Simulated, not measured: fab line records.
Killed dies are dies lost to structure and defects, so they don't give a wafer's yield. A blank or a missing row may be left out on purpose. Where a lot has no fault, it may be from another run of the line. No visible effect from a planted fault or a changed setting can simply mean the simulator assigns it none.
fab line records / flow sky130
[record] lots = 6 wafers = 18 lastDay = 50
route steps=708 shown METAL5@680 PASSIVATION@681 PAD_OPEN@694
lots untouched by any fault: they come from a run of this same line in which no faults occurred
startH: hours from the record's first day to the start of the lot's first wafer shown / waitH: hours from the lot's prior step to this one / " as in the row above / L1.1+2: a row that stands for several wafers / - no value, or no start given / * or withheld: withheld / < > ~ a bound
route shown NAME@n: a module of which the file shows steps, and the number in the route of the first / usual: average and standard deviation across the fault-free wafers / same: alike in all rows / chamber/n: place in a boat / sites: per-site readings / _std_site: standard deviation across them / _edge_site: outer sites' mean less inner sites' / radiusMm: how far each site lies from the wafer's centre / mask NAME#n: copy n / behind: the tool/chamber that last shaped the wafer / hold: why the lot went on hold/how many hours it stayed there/how the hold came to an end / device: the n, p or np transistor that did not switch / end of line: the route-end tests of the same wafers / for a step that has no rows: nothing shown but its recipe / killed: dies lost to structure and defects at the first sort, not the wafer's yield / map: a wafer's dies, x killed, . not, _ none there
set.NAME: the setting that was run; set.NAME@STEP: the one run at that earlier step / model.NAME: the simulator's own value behind a step, which no gauge read
lots at some steps of the route; a table a step, a row a wafer
services: a tool's chamber out of use, with start hour (startH, from the record's first day; less than 0 if before it), hours out, and reason
[[steps]]
[step SKY_METAL5_CLEAN_19]
[recipe] chemistry = O3/DIW dry = n2Spin
[step SKY_PASSIVATION_CVD_00]
[recipe] material = SiO2 targetThkNm = 90 tempC = 400 timeS = withheld rfW = 600
[usual] heaterPowerW = 704/130 rfFwdPowerW = 587.9/2.6
lot.wafer=L138.2 tool=pecvd-03 chamber=0 startH=1036.94 waitH=0.0 heaterPowerW=829 rfFwdPowerW=588.6
lot.wafer=L138.3 tool=pecvd-03 chamber=1 startH=1036.94 waitH=0.0 heaterPowerW=797 rfFwdPowerW=586.1
lot.wafer=L138.6 tool=pecvd-03 chamber=1 startH=1036.94 waitH=0.0 heaterPowerW=803 rfFwdPowerW=588.2
lot.wafer=L145.1 tool=pecvd-01 chamber=0 startH=1077.31 waitH=0.0 heaterPowerW=787 rfFwdPowerW=588.2
lot.wafer=L145.4 tool=pecvd-01 chamber=0 startH=1077.31 waitH=0.0 heaterPowerW=780 rfFwdPowerW=584.0
lot.wafer=L145.5 tool=pecvd-01 chamber=2 startH=1077.31 waitH=0.0 heaterPowerW=692 rfFwdPowerW=593.6
lot.wafer=L147.1 tool=pecvd-03 chamber=2 startH=1098.25 waitH=0.0 heaterPowerW=424 rfFwdPowerW=590.5
lot.wafer=L147.3 tool=pecvd-03 chamber=0 startH=1098.25 waitH=0.0 heaterPowerW=687 rfFwdPowerW=589.9
lot.wafer=L147.5 tool=pecvd-03 chamber=1 startH=1098.25 waitH=0.0 heaterPowerW=772 rfFwdPowerW=584.2
lot.wafer=L155.3 tool=pecvd-01 chamber=2 startH=1141.37 waitH=0.0 heaterPowerW=675 rfFwdPowerW=589.2
lot.wafer=L155.4 tool=pecvd-01 chamber=2 startH=1141.37 waitH=0.0 heaterPowerW=645 rfFwdPowerW=590.7
lot.wafer=L155.5 tool=pecvd-01 chamber=0 startH=1141.37 waitH=0.0 heaterPowerW=778 rfFwdPowerW=585.0
lot.wafer=L159.1 tool=pecvd-01 chamber=2 startH=1158.29 waitH=0.0 heaterPowerW=632 rfFwdPowerW=588.8
lot.wafer=L159.3 tool=pecvd-01 chamber=0 startH=1158.29 waitH=0.0 heaterPowerW=672 rfFwdPowerW=586.0
lot.wafer=L159.4 tool=pecvd-01 chamber=2 startH=1158.29 waitH=0.0 heaterPowerW=642 rfFwdPowerW=590.5
lot.wafer=L160.1 tool=pecvd-01 chamber=2 startH=1173.30 waitH=0.0 heaterPowerW=575 rfFwdPowerW=590.7
lot.wafer=L160.2 tool=pecvd-01 chamber=1 startH=1173.30 waitH=0.0 heaterPowerW=622 rfFwdPowerW=591.1
lot.wafer=L160.6 tool=pecvd-01 chamber=2 startH=1173.30 waitH=0.0 heaterPowerW=579 rfFwdPowerW=590.2
[step SKY_PASSIVATION_THK_MEAS_01]
[recipe] reads = SiO2_of_PASSIVATION_CVD_00
[usual] PASSIVATION_CVD_00_THK = 89.5/1
lot.wafer=L138.2 tool=filmMetro-01 chamber=- startH=1036.97 waitH=- PASSIVATION_CVD_00_THK[nm]=89.1
lot.wafer=L138.3 tool=filmMetro-01 chamber=- startH=1036.97 waitH=- PASSIVATION_CVD_00_THK[nm]=90.4
lot.wafer=L138.6 tool=filmMetro-01 chamber=- startH=1036.97 waitH=- PASSIVATION_CVD_00_THK[nm]=91.2
lot.wafer=L145.1 tool=filmMetro-03 chamber=- startH=1077.34 waitH=- PASSIVATION_CVD_00_THK[nm]=87.8
lot.wafer=L145.4 tool=filmMetro-03 chamber=- startH=1077.34 waitH=- PASSIVATION_CVD_00_THK[nm]=89.4
lot.wafer=L145.5 tool=filmMetro-03 chamber=- startH=1077.34 waitH=- PASSIVATION_CVD_00_THK[nm]=90.1
lot.wafer=L147.1 tool=filmMetro-04 chamber=- startH=1098.27 waitH=- PASSIVATION_CVD_00_THK[nm]=90.2
lot.wafer=L147.3 tool=filmMetro-04 chamber=- startH=1098.27 waitH=- PASSIVATION_CVD_00_THK[nm]=89.9
lot.wafer=L147.5 tool=filmMetro-04 chamber=- startH=1098.27 waitH=- PASSIVATION_CVD_00_THK[nm]=90.4
lot.wafer=L155.3 tool=filmMetro-01 chamber=- startH=1141.41 waitH=- PASSIVATION_CVD_00_THK[nm]=89.2
lot.wafer=L155.4 tool=filmMetro-01 chamber=- startH=1141.41 waitH=- PASSIVATION_CVD_00_THK[nm]=91.0
lot.wafer=L155.5 tool=filmMetro-01 chamber=- startH=1141.41 waitH=- PASSIVATION_CVD_00_THK[nm]=91.4
lot.wafer=L159.1 tool=filmMetro-01 chamber=- startH=1158.32 waitH=- PASSIVATION_CVD_00_THK[nm]=88.4
lot.wafer=L159.3 tool=filmMetro-01 chamber=- startH=1158.32 waitH=- PASSIVATION_CVD_00_THK[nm]=87.8
lot.wafer=L159.4 tool=filmMetro-01 chamber=- startH=1158.32 waitH=- PASSIVATION_CVD_00_THK[nm]=90.0
lot.wafer=L160.1 tool=filmMetro-01 chamber=- startH=1173.32 waitH=- PASSIVATION_CVD_00_THK[nm]=89.8
lot.wafer=L160.2 tool=filmMetro-01 chamber=- startH=1173.32 waitH=- PASSIVATION_CVD_00_THK[nm]=89.1
lot.wafer=L160.6 tool=filmMetro-01 chamber=- startH=1173.32 waitH=- PASSIVATION_CVD_00_THK[nm]=90.1
[step SKY_PASSIVATION_CVD_02]
[recipe] material = Si3N4 targetThkNm = 540 tempC = 400 timeS = withheld rfW = 450
[usual] heaterPowerW = 747/130 rfFwdPowerW = 449.1/1.3
lot.wafer=L138.2 tool=pecvd-01 chamber=2 startH=1037.02 waitH=0.0 heaterPowerW=698 rfFwdPowerW=450.2
lot.wafer=L138.3 tool=pecvd-01 chamber=0 startH=1037.02 waitH=0.0 heaterPowerW=819 rfFwdPowerW=447.5
lot.wafer=L138.6 tool=pecvd-01 chamber=0 startH=1037.02 waitH=0.0 heaterPowerW=670 rfFwdPowerW=447.1
lot.wafer=L145.1 tool=pecvd-03 chamber=1 startH=1077.40 waitH=0.1 heaterPowerW=781 rfFwdPowerW=449.1
lot.wafer=L145.4 tool=pecvd-03 chamber=0 startH=1077.40 waitH=0.1 heaterPowerW=817 rfFwdPowerW=451.1
lot.wafer=L145.5 tool=pecvd-03 chamber=1 startH=1077.40 waitH=0.1 heaterPowerW=829 rfFwdPowerW=449.7
lot.wafer=L147.1 tool=pecvd-01 chamber=2 startH=1098.33 waitH=0.1 heaterPowerW=704 rfFwdPowerW=446.3
lot.wafer=L147.3 tool=pecvd-01 chamber=0 startH=1098.33 waitH=0.1 heaterPowerW=828 rfFwdPowerW=447.6
lot.wafer=L147.5 tool=pecvd-01 chamber=2 startH=1098.33 waitH=0.1 heaterPowerW=729 rfFwdPowerW=448.0
lot.wafer=L155.3 tool=pecvd-03 chamber=1 startH=1141.45 waitH=0.0 heaterPowerW=887 rfFwdPowerW=450.7
lot.wafer=L155.4 tool=pecvd-03 chamber=1 startH=1141.45 waitH=0.0 heaterPowerW=887 rfFwdPowerW=449.2
lot.wafer=L155.5 tool=pecvd-03 chamber=0 startH=1141.45 waitH=0.0 heaterPowerW=884 rfFwdPowerW=447.1
lot.wafer=L159.1 tool=pecvd-03 chamber=0 startH=1158.38 waitH=0.1 heaterPowerW=837 rfFwdPowerW=450.4
lot.wafer=L159.3 tool=pecvd-03 chamber=1 startH=1158.38 waitH=0.1 heaterPowerW=766 rfFwdPowerW=450.3
lot.wafer=L159.4 tool=pecvd-03 chamber=1 startH=1158.38 waitH=0.1 heaterPowerW=814 rfFwdPowerW=449.7
lot.wafer=L160.1 tool=pecvd-03 chamber=2 startH=1173.38 waitH=0.1 heaterPowerW=544 rfFwdPowerW=448.3
lot.wafer=L160.2 tool=pecvd-03 chamber=1 startH=1173.38 waitH=0.1 heaterPowerW=868 rfFwdPowerW=448.9
lot.wafer=L160.6 tool=pecvd-03 chamber=2 startH=1173.38 waitH=0.1 heaterPowerW=546 rfFwdPowerW=448.1
[step SKY_PASSIVATION_THK_MEAS_03]
[recipe] reads = Si3N4_of_PASSIVATION_CVD_02
[usual] PASSIVATION_CVD_02_THK = 539/6.5
lot.wafer=L138.2 tool=filmMetro-04 chamber=- startH=1037.35 waitH=- PASSIVATION_CVD_02_THK[nm]=533
lot.wafer=L138.3 tool=filmMetro-04 chamber=- startH=1037.35 waitH=- PASSIVATION_CVD_02_THK[nm]=538
lot.wafer=L138.6 tool=filmMetro-04 chamber=- startH=1037.35 waitH=- PASSIVATION_CVD_02_THK[nm]=538
lot.wafer=L145.1 tool=filmMetro-03 chamber=- startH=1077.63 waitH=- PASSIVATION_CVD_02_THK[nm]=536
lot.wafer=L145.4 tool=filmMetro-03 chamber=- startH=1077.63 waitH=- PASSIVATION_CVD_02_THK[nm]=549
lot.wafer=L145.5 tool=filmMetro-03 chamber=- startH=1077.63 waitH=- PASSIVATION_CVD_02_THK[nm]=544
lot.wafer=L147.1 tool=filmMetro-01 chamber=- startH=1098.56 waitH=- PASSIVATION_CVD_02_THK[nm]=533
lot.wafer=L147.3 tool=filmMetro-01 chamber=- startH=1098.56 waitH=- PASSIVATION_CVD_02_THK[nm]=534
lot.wafer=L147.5 tool=filmMetro-01 chamber=- startH=1098.56 waitH=- PASSIVATION_CVD_02_THK[nm]=543
lot.wafer=L155.3 tool=filmMetro-04 chamber=- startH=1141.70 waitH=- PASSIVATION_CVD_02_THK[nm]=533
lot.wafer=L155.4 tool=filmMetro-04 chamber=- startH=1141.70 waitH=- PASSIVATION_CVD_02_THK[nm]=540
lot.wafer=L155.5 tool=filmMetro-04 chamber=- startH=1141.70 waitH=- PASSIVATION_CVD_02_THK[nm]=546
lot.wafer=L159.1 tool=filmMetro-04 chamber=- startH=1158.60 waitH=- PASSIVATION_CVD_02_THK[nm]=533
lot.wafer=L159.3 tool=filmMetro-04 chamber=- startH=1158.60 waitH=- PASSIVATION_CVD_02_THK[nm]=536
lot.wafer=L159.4 tool=filmMetro-04 chamber=- startH=1158.60 waitH=- PASSIVATION_CVD_02_THK[nm]=545
lot.wafer=L160.1 tool=filmMetro-03 chamber=- startH=1173.61 waitH=- PASSIVATION_CVD_02_THK[nm]=535
lot.wafer=L160.2 tool=filmMetro-03 chamber=- startH=1173.61 waitH=- PASSIVATION_CVD_02_THK[nm]=531
lot.wafer=L160.6 tool=filmMetro-03 chamber=- startH=1173.61 waitH=- PASSIVATION_CVD_02_THK[nm]=543
[step SKY_PASSIVATION_DEHYDRATE_04]
[recipe] tempC = 200 timeS = 60
[step SKY_PASSIVATION_HMDS_05]
[recipe] primeTimeS = 60 primeTempC = 120
[step SKY_PASSIVATION_COAT_06]
[recipe] spinRpm = 2000 resistThkNm = 3000
[step SKY_PASSIVATION_SOFTBAKE_07]
[recipe] tempC = 110 timeS = withheld
[step SKY_PASSIVATION_EXPOSE_08]
[recipe] maskId = NSM targetCdNm = 3000 na = 0.57 doseMj = 260
[step SKY_PASSIVATION_PEB_09]
[recipe] tempC = 115 timeS = withheld
[step SKY_PASSIVATION_DEVELOP_10]
[recipe] developTimeS = 60 devTempC = 23
[step SKY_PASSIVATION_ETCH_11]
[recipe] chemistry = CF4/O2 targetDepthNm = 725 stopOn = AlCu sourceW = 800 biasW = 150 pressureMtorr = 150 cf4FlowSccm = 80 O2_flow_sccm = 10 timeS = 161.1
[usual] drypumpMotorCurrentA = 5.7/0.53 oesProductAu = 0.977/0.0071 rfFwdPowerW = 796.5/2.6 throttleValvePct = 5.964/0.01
lot.wafer=L138.2 tool=rieDiel-02 chamber=1 startH=1060.28 waitH=- drypumpMotorCurrentA=5.0 oesProductAu=0.976 rfFwdPowerW=797.2 rfHoursCounterH=4 throttleValvePct=5.984 model.coat_of_PASSIVATION_COAT_06.thkNm=2524
lot.wafer=L138.3 tool=rieDiel-02 chamber=3 startH=1060.28 waitH=- drypumpMotorCurrentA=5.9 oesProductAu=0.973 rfFwdPowerW=794.8 rfHoursCounterH=15 throttleValvePct=5.964 model.coat_of_PASSIVATION_COAT_06.thkNm=2528
lot.wafer=L138.6 tool=rieDiel-02 chamber=1 startH=1060.28 waitH=- drypumpMotorCurrentA=5.0 oesProductAu=0.978 rfFwdPowerW=794.8 rfHoursCounterH=- throttleValvePct=5.953 model.coat_of_PASSIVATION_COAT_06.thkNm=2517
lot.wafer=L145.1 tool=rieDiel-02 chamber=3 startH=1097.73 waitH=- drypumpMotorCurrentA=5.9 oesProductAu=0.969 rfFwdPowerW=799.7 rfHoursCounterH=16 throttleValvePct=5.960 model.coat_of_PASSIVATION_COAT_06.thkNm=2532
lot.wafer=L145.4 tool=rieDiel-02 chamber=0 startH=1097.73 waitH=- drypumpMotorCurrentA=5.0 oesProductAu=0.985 rfFwdPowerW=797.9 rfHoursCounterH=18 throttleValvePct=5.962 model.coat_of_PASSIVATION_COAT_06.thkNm=2251
lot.wafer=L145.5 tool=rieDiel-02 chamber=3 startH=1097.73 waitH=- drypumpMotorCurrentA=5.9 oesProductAu=0.977 rfFwdPowerW=799.6 rfHoursCounterH=- throttleValvePct=5.962 model.coat_of_PASSIVATION_COAT_06.thkNm=2524
lot.wafer=L147.1 tool=rieDiel-02 chamber=0 startH=1117.98 waitH=- drypumpMotorCurrentA=5.0 oesProductAu=0.970 rfFwdPowerW=796.4 rfHoursCounterH=19 throttleValvePct=5.958 model.coat_of_PASSIVATION_COAT_06.thkNm=2242
lot.wafer=L147.3 tool=rieDiel-02 chamber=3 startH=1117.98 waitH=- drypumpMotorCurrentA=5.9 oesProductAu=0.982 rfFwdPowerW=796.0 rfHoursCounterH=17 throttleValvePct=5.956 model.coat_of_PASSIVATION_COAT_06.thkNm=2525
lot.wafer=L147.5 tool=rieDiel-02 chamber=2 startH=1117.98 waitH=- drypumpMotorCurrentA=5.2 oesProductAu=0.976 rfFwdPowerW=797.7 rfHoursCounterH=- throttleValvePct=5.952 model.coat_of_PASSIVATION_COAT_06.thkNm=2521
lot.wafer=L155.3 tool=rieDiel-01 chamber=2 startH=1159.43 waitH=- drypumpMotorCurrentA=6.5 oesProductAu=0.977 rfFwdPowerW=793.9 rfHoursCounterH=13 throttleValvePct=5.974 model.coat_of_PASSIVATION_COAT_06.thkNm=2514
lot.wafer=L155.4 tool=rieDiel-01 chamber=3 startH=1159.43 waitH=- drypumpMotorCurrentA=5.8 oesProductAu=0.975 rfFwdPowerW=798.3 rfHoursCounterH=21 throttleValvePct=5.973 model.coat_of_PASSIVATION_COAT_06.thkNm=2524
lot.wafer=L155.5 tool=rieDiel-01 chamber=3 startH=1159.43 waitH=- drypumpMotorCurrentA=5.7 oesProductAu=0.983 rfFwdPowerW=793.7 rfHoursCounterH=- throttleValvePct=5.979 model.coat_of_PASSIVATION_COAT_06.thkNm=2518
lot.wafer=L159.1 tool=rieDiel-04 chamber=1 startH=1175.38 waitH=- drypumpMotorCurrentA=5.1 oesProductAu=0.966 rfFwdPowerW=794.8 rfHoursCounterH=27 throttleValvePct=5.947 model.coat_of_PASSIVATION_COAT_06.thkNm=2519
lot.wafer=L159.3 tool=rieDiel-04 chamber=0 startH=1175.38 waitH=- drypumpMotorCurrentA=6.1 oesProductAu=0.971 rfFwdPowerW=796.9 rfHoursCounterH=27 throttleValvePct=5.957 model.coat_of_PASSIVATION_COAT_06.thkNm=2532
lot.wafer=L159.4 tool=rieDiel-04 chamber=2 startH=1175.38 waitH=- drypumpMotorCurrentA=6.5 oesProductAu=0.974 rfFwdPowerW=797.2 rfHoursCounterH=24 throttleValvePct=5.985 model.coat_of_PASSIVATION_COAT_06.thkNm=2525
lot.wafer=L160.1 tool=rieDiel-04 chamber=3 startH=1189.78 waitH=- drypumpMotorCurrentA=6.0 oesProductAu=0.974 rfFwdPowerW=795.8 rfHoursCounterH=13 throttleValvePct=5.944 model.coat_of_PASSIVATION_COAT_06.thkNm=2499
lot.wafer=L160.2 tool=rieDiel-04 chamber=2 startH=1189.78 waitH=- drypumpMotorCurrentA=6.5 oesProductAu=0.970 rfFwdPowerW=794.1 rfHoursCounterH=24 throttleValvePct=5.967 model.coat_of_PASSIVATION_COAT_06.thkNm=2496
lot.wafer=L160.6 tool=rieDiel-04 chamber=2 startH=1189.78 waitH=- drypumpMotorCurrentA=6.5 oesProductAu=0.983 rfFwdPowerW=797.1 rfHoursCounterH=- throttleValvePct=5.963 model.coat_of_PASSIVATION_COAT_06.thkNm=2505
[step SKY_PASSIVATION_STRIP_12]
[recipe] chemistry = O2/N2 powerW = 1400 pressureMtorr = 1500 platenTempC = withheld overashFraction = 0.7 o2FlowSccm = 3000 n2FlowSccm = 300
[usual] drypumpMotorCurrentA = 5.59/0.28 oesProductAu = 0.661/0.0052 stripTimeToEndpointS = 31.50/0.15
lot.wafer=L138.2 tool=plasmaAsher-02 chamber=1 startH=1060.39 waitH=0.1 drypumpMotorCurrentA=5.38 oesProductAu=0.654 rfHoursCounterH=32 stripTimeToEndpointS=31.61
lot.wafer=L138.3 tool=plasmaAsher-02 chamber=0 startH=1060.39 waitH=0.1 drypumpMotorCurrentA=5.31 oesProductAu=0.667 rfHoursCounterH=- stripTimeToEndpointS=31.67
lot.wafer=L138.6 tool=plasmaAsher-02 chamber=1 startH=1060.39 waitH=0.1 drypumpMotorCurrentA=5.37 oesProductAu=0.663 rfHoursCounterH=- stripTimeToEndpointS=31.53
lot.wafer=L145.1 tool=plasmaAsher-01 chamber=1 startH=1097.84 waitH=0.1 drypumpMotorCurrentA=5.87 oesProductAu=0.658 rfHoursCounterH=96 stripTimeToEndpointS=31.71
lot.wafer=L145.4 tool=plasmaAsher-01 chamber=0 startH=1097.84 waitH=0.1 drypumpMotorCurrentA=6.05 oesProductAu=0.662 rfHoursCounterH=- stripTimeToEndpointS=28.41
lot.wafer=L145.5 tool=plasmaAsher-01 chamber=1 startH=1097.84 waitH=0.1 drypumpMotorCurrentA=5.88 oesProductAu=0.658 rfHoursCounterH=- stripTimeToEndpointS=31.60
lot.wafer=L147.1 tool=plasmaAsher-03 chamber=1 startH=1118.09 waitH=0.1 drypumpMotorCurrentA=5.57 oesProductAu=0.663 rfHoursCounterH=68 stripTimeToEndpointS=28.34
lot.wafer=L147.3 tool=plasmaAsher-03 chamber=0 startH=1118.09 waitH=0.1 drypumpMotorCurrentA=5.37 oesProductAu=0.668 rfHoursCounterH=- stripTimeToEndpointS=31.62
lot.wafer=L147.5 tool=plasmaAsher-03 chamber=0 startH=1118.09 waitH=0.1 drypumpMotorCurrentA=5.37 oesProductAu=0.664 rfHoursCounterH=- stripTimeToEndpointS=31.57
lot.wafer=L155.3 tool=plasmaAsher-03 chamber=0 startH=1159.57 waitH=0.1 drypumpMotorCurrentA=5.34 oesProductAu=0.653 rfHoursCounterH=- stripTimeToEndpointS=31.51
lot.wafer=L155.4 tool=plasmaAsher-03 chamber=1 startH=1159.57 waitH=0.1 drypumpMotorCurrentA=5.56 oesProductAu=0.662 rfHoursCounterH=- stripTimeToEndpointS=31.60
lot.wafer=L155.5 tool=plasmaAsher-03 chamber=1 startH=1159.57 waitH=0.1 drypumpMotorCurrentA=5.57 oesProductAu=0.671 rfHoursCounterH=- stripTimeToEndpointS=31.52
lot.wafer=L159.1 tool=plasmaAsher-03 chamber=0 startH=1175.49 waitH=0.1 drypumpMotorCurrentA=5.36 oesProductAu=0.670 rfHoursCounterH=74 stripTimeToEndpointS=31.54
lot.wafer=L159.3 tool=plasmaAsher-03 chamber=1 startH=1175.49 waitH=0.1 drypumpMotorCurrentA=5.56 oesProductAu=0.666 rfHoursCounterH=- stripTimeToEndpointS=31.72
lot.wafer=L159.4 tool=plasmaAsher-03 chamber=0 startH=1175.49 waitH=0.1 drypumpMotorCurrentA=5.35 oesProductAu=0.659 rfHoursCounterH=- stripTimeToEndpointS=31.63
lot.wafer=L160.1 tool=plasmaAsher-02 chamber=0 startH=1189.89 waitH=0.1 drypumpMotorCurrentA=5.33 oesProductAu=0.662 rfHoursCounterH=45 stripTimeToEndpointS=31.32
lot.wafer=L160.2 tool=plasmaAsher-02 chamber=1 startH=1189.89 waitH=0.1 drypumpMotorCurrentA=5.38 oesProductAu=0.660 rfHoursCounterH=45 stripTimeToEndpointS=31.30
lot.wafer=L160.6 tool=plasmaAsher-02 chamber=1 startH=1189.89 waitH=0.1 drypumpMotorCurrentA=5.37 oesProductAu=0.660 rfHoursCounterH=- stripTimeToEndpointS=31.37
[step SKY_PAD_OPEN_DEHYDRATE_00]
[recipe] tempC = 200 timeS = 60
[[services]]
tool=rieDiel-01 chamber=- startH=1030.84 hours=14.6 kind=pm
tool=rieDiel-02 chamber=0 startH=1033.87 hours=9.7 kind=repair
tool=pecvd-03 chamber=2 startH=1046.62 hours=4.6 kind=scheduledDown
tool=rieDiel-01 chamber=3 startH=1053.66 hours=13.8 kind=repair
tool=pecvd-01 chamber=2 startH=1063.30 hours=5.5 kind=scheduledDown
tool=rieDiel-04 chamber=2 startH=1073.19 hours=7.7 kind=repair
tool=plasmaAsher-02 chamber=- startH=1079.99 hours=2.1 kind=repair
tool=rieDiel-04 chamber=0 startH=1080.38 hours=9.5 kind=repair
tool=rieDiel-02 chamber=2 startH=1092.19 hours=4.5 kind=repair
tool=rieDiel-04 chamber=1 startH=1103.53 hours=4.0 kind=repair
tool=rieDiel-01 chamber=- startH=1119.57 hours=15.6 kind=pm
tool=pecvd-01 chamber=- startH=1122.23 hours=6.0 kind=pm
tool=rieDiel-02 chamber=- startH=1127.93 hours=28.1 kind=pm
tool=rieDiel-04 chamber=2 startH=1131.62 hours=18.1 kind=repair
tool=pecvd-01 chamber=0 startH=1133.06 hours=2.1 kind=repair
tool=rieDiel-01 chamber=0 startH=1135.19 hours=5.6 kind=repair
tool=pecvd-01 chamber=- startH=1141.74 hours=5.5 kind=pm
tool=rieDiel-02 chamber=3 startH=1160.21 hours=4.6 kind=repair
tool=pecvd-01 chamber=1 startH=1165.05 hours=2.8 kind=repair
tool=rieDiel-02 chamber=- startH=1175.62 hours=0.9 kind=repair
tool=pecvd-01 chamber=0 startH=1180.62 hours=- kind=clean
tool=pecvd-01 chamber=0 startH=1180.62 hours=- kind=consumableReplace:showerhead
[[key]]
[firstSign] step = SKY_PASSIVATION_STRIP_12 reading = stripTimeToEndpointS direction = down sigmas = 21 usual = * struck = *
effect none on later readings
[modelEffect] step = SKY_PASSIVATION_ETCH_11 value = coat_of_PASSIVATION_COAT_06.thkNm without = 2518 struck = 2246
metAt SKY_PASSIVATION_ETCH_11
struckWafers L145.4,L147.1
[fault] kind = processParameterDrift tool = rieDiel-02 chamber = 0 onsetH = 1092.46 steps = SKY_PASSIVATION_ETCH_11 channel = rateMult offset = 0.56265 shape = step endH = 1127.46
